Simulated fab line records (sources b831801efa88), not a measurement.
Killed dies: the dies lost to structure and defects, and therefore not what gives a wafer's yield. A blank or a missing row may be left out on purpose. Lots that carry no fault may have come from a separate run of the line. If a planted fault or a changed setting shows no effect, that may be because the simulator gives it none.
Chamber matching    flow gf180mcu    GF_V2_CMP_26 on cmp-02: 4 sister chambers
The step polishes, stops on SiO2, t overpolish 15 s, target thk 0 nm. 14 wafers are shown with their chamber, then 7 later ones without.

## WAFERS, EACH WITH ITS CHAMBER
wafer   chamber  motor current A (A)  overpolish run s (s)  head pressure psi (psi)
L467.3  3        12.0                 15.000                3.500
L467.4  1        10.0                 15.006                3.507
L467.6  3        12.0                 14.989                3.490
L475.3  1        9.9                  15.000                3.505
L475.4  2        11.1                 15.008                3.492
L475.5  1        9.5                  15.002                3.491
L477.1  2        11.1                 15.003                3.495
L477.4  0        11.4                 15.006                3.497
L477.6  0        11.9                 14.999                3.505
L479.2  3        12.1                 14.992                3.502
L479.3  2        10.9                 15.015                3.499
L479.5  0        12.1                 14.995                3.521
L480.2  3        11.9                 14.984                3.493
L480.4  2        10.7                 15.006                3.499

SIGNATURES, as means of the wafers listed above
reading            chamber 0  chamber 1  chamber 2  chamber 3  scatter within a chamber
motor current A    11.800     9.800      10.950     12.000     0.23
overpolish run s   15.00000   15.00267   15.00800   14.99125   0.00542
head pressure psi  3.50767    3.50100    3.49625    3.49625    0.00763
Rule: distance of a wafer from a chamber = root of the sum over the readings of ((wafer's reading minus chamber's mean) / reading's scatter) squared. The wafer belongs to the nearest chamber; if the next one is less than 2 further off, it can't be placed. The scatter is the square root of a quotient: the sum, over the shown wafers, of each reading's squared deviation from its chamber's mean, divided by wafers minus chambers.

## WAFERS WITHOUT THEIR CHAMBER
wafer   motor current A (A)  overpolish run s (s)  head pressure psi (psi)
L480.6  11.1                 15.009                3.497
L482.3  11.8                 15.001                3.507
L482.4  9.4                  15.006                3.496
L482.6  9.6                  14.992                3.509
L484.1  10.8                 15.006                3.497
L484.2  12.4                 14.998                3.493
L484.3  11.6                 15.005                3.515

## THE CHAMBER EACH PASSED THROUGH
wafer    from the rows above       in truth
L480.6   2                         2
L482.3   0                         0
L482.4   1                         1
L482.6   1                         1
L484.1   2                         2
L484.2   can't be placed: 3 or 0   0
L484.3   0                         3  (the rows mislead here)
5 of 7 placed correctly. Cannot be placed on the basis of these rows: 1; the candidates contain the true chamber in 1. Wrongly placed: 1.
